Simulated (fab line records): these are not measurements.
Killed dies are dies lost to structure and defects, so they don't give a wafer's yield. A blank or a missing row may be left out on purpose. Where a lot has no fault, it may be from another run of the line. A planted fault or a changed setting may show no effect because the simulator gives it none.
A sampling plan put to the test || flow sky130 || 15 faults told of in these records, all on one fab line, each judged by the records of the lots it struck
The line's own looks make up the plan; these are the steps of the route where a gauge or inspection reads the wafer and leaves it unchanged. A look can be judged if struck wafers have a number there and the file gives its usual mean and standard deviation on fault-free wafers. Caught: the struck wafers' mean, at a look after the fault's first step, is 4 or more of those standard deviations (sigma) away from the usual mean. On the tool: the identical test, applied to the tool's own readings at the steps of the fault. Caught also covers a different recipe on the struck wafers, or a record left blank for those wafers only.

== THE FAULTS, as the simulator had put them in ==
1. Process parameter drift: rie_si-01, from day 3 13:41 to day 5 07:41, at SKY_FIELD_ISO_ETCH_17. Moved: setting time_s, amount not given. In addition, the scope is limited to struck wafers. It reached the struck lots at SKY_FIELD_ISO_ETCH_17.
2. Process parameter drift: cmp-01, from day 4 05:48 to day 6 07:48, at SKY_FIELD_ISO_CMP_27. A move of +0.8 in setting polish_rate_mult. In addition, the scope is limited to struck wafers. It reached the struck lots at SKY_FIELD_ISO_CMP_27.
3. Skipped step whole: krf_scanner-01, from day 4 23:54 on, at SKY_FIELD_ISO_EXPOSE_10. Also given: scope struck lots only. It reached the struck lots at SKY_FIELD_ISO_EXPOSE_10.
4. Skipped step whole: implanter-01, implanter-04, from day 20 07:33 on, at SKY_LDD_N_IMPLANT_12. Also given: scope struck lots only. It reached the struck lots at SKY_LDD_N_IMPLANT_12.
5. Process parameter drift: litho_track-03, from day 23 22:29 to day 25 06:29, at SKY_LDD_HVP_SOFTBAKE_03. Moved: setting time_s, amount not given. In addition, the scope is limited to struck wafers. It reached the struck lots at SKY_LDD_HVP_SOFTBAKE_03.
6. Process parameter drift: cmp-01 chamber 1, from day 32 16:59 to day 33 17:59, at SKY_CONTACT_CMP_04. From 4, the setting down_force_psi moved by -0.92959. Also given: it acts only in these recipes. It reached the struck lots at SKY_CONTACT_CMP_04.
7. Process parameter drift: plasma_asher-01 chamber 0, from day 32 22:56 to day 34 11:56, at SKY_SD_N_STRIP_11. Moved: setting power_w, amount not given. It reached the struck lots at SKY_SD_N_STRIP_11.
8. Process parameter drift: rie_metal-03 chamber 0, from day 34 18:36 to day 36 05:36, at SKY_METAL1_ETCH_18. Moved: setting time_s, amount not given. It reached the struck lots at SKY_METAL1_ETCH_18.
9. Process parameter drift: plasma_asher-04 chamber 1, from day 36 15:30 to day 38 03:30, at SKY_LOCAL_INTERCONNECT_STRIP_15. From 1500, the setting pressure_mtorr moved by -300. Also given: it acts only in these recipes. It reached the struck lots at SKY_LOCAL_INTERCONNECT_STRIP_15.
10. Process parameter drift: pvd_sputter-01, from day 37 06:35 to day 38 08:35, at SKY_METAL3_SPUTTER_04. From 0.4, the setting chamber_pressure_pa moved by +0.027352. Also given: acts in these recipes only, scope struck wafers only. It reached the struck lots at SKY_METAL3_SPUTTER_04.
11. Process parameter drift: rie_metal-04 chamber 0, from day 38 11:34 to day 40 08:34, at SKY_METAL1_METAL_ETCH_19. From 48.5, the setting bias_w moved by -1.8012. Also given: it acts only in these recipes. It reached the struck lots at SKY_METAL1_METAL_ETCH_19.
12. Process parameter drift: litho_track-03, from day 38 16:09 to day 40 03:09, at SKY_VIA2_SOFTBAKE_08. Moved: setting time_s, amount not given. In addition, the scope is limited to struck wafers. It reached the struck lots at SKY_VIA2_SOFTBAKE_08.
13. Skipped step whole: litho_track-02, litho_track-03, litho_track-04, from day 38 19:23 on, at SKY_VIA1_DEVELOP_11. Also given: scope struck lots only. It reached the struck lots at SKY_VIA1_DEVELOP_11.
14. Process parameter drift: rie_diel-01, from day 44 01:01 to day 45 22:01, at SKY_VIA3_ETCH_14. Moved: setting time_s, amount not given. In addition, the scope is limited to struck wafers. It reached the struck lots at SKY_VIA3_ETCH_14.
15. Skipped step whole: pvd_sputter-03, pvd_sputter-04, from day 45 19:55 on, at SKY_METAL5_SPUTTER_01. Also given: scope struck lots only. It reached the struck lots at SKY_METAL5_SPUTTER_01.

== WHAT THE PLAN SAW ==
{"fault": 1, "on the tool itself": "run_length_s -23 sigma", "first look that catches it": "not the one look that can be judged after it", "reading, sigma": "-", "median hours from its first step to that look": "-", "hours from the fault's start to the first struck lot there": "-", "judged looks passed uncaught": 1}
{"fault": 2, "on the tool itself": "time_to_endpoint_s -12 sigma", "first look that catches it": "none of the 2 looks that can be judged after it", "reading, sigma": "-", "median hours from its first step to that look": "-", "hours from the fault's start to the first struck lot there": "-", "judged looks passed uncaught": 2}
{"fault": 3, "on the tool itself": "no reading that can be judged", "first look that catches it": "no look after it can be judged", "reading, sigma": "-", "median hours from its first step to that look": "-", "hours from the fault's start to the first struck lot there": "-", "judged looks passed uncaught": 0}
{"fault": 4, "on the tool itself": "the tool's record is blank for the struck wafers", "first look that catches it": "no look after it can be judged", "reading, sigma": "-", "median hours from its first step to that look": "-", "hours from the fault's start to the first struck lot there": "-", "judged looks passed uncaught": 0}
{"fault": 5, "on the tool itself": "heater_power_total_W +99 or beyond sigma", "first look that catches it": "no look after it can be judged", "reading, sigma": "-", "median hours from its first step to that look": "-", "hours from the fault's start to the first struck lot there": "-", "judged looks passed uncaught": 0}
{"fault": 6, "on the tool itself": "head_pressure_psi -99 or beyond sigma", "first look that catches it": "no look after it can be judged", "reading, sigma": "-", "median hours from its first step to that look": "-", "hours from the fault's start to the first struck lot there": "-", "judged looks passed uncaught": 0}
{"fault": 7, "on the tool itself": "strip_time_to_endpoint_s +40 sigma", "first look that catches it": "none of the 2 looks that can be judged after it", "reading, sigma": "-", "median hours from its first step to that look": "-", "hours from the fault's start to the first struck lot there": "-", "judged looks passed uncaught": 2}
{"fault": 8, "on the tool itself": "oes_product_au -4.7 sigma", "first look that catches it": "no look after it can be judged", "reading, sigma": "-", "median hours from its first step to that look": "-", "hours from the fault's start to the first struck lot there": "-", "judged looks passed uncaught": 0}
{"fault": 9, "on the tool itself": "chamber_pressure_mTorr -99 or beyond sigma", "first look that catches it": "no look after it can be judged", "reading, sigma": "-", "median hours from its first step to that look": "-", "hours from the fault's start to the first struck lot there": "-", "judged looks passed uncaught": 0}
{"fault": 10, "on the tool itself": "chamber_pressure_pa +32 sigma", "first look that catches it": "no look after it can be judged", "reading, sigma": "-", "median hours from its first step to that look": "-", "hours from the fault's start to the first struck lot there": "-", "judged looks passed uncaught": 0}
{"fault": 11, "on the tool itself": "bias_w -13 sigma", "first look that catches it": "no look after it can be judged", "reading, sigma": "-", "median hours from its first step to that look": "-", "hours from the fault's start to the first struck lot there": "-", "judged looks passed uncaught": 0}
{"fault": 12, "on the tool itself": "run_length_s -36 sigma", "first look that catches it": "no look after it can be judged", "reading, sigma": "-", "median hours from its first step to that look": "-", "hours from the fault's start to the first struck lot there": "-", "judged looks passed uncaught": 0}
{"fault": 13, "on the tool itself": "the tool's record is blank for the struck wafers", "first look that catches it": "no look after it can be judged", "reading, sigma": "-", "median hours from its first step to that look": "-", "hours from the fault's start to the first struck lot there": "-", "judged looks passed uncaught": 0}
{"fault": 14, "on the tool itself": "oes_product_au +7.8 sigma", "first look that catches it": "not the one look that can be judged after it", "reading, sigma": "-", "median hours from its first step to that look": "-", "hours from the fault's start to the first struck lot there": "-", "judged looks passed uncaught": 1}
{"fault": 15, "on the tool itself": "the tool's record is blank for the struck wafers", "first look that catches it": "no look after it can be judged", "reading, sigma": "-", "median hours from its first step to that look": "-", "hours from the fault's start to the first struck lot there": "-", "judged looks passed uncaught": 0}
A dash: the fault isn't caught, or these records don't give the number.

Caught at a look: 0 of 15. Caught on the tool: 14 of 15. By one or the other: 14 of 15.
On the tool alone, faults 1, 2, 4, 5, 6, 7, 8, 9, 10, 11, 12, 13, 14, 15 were caught.
Caught by neither: fault 3.
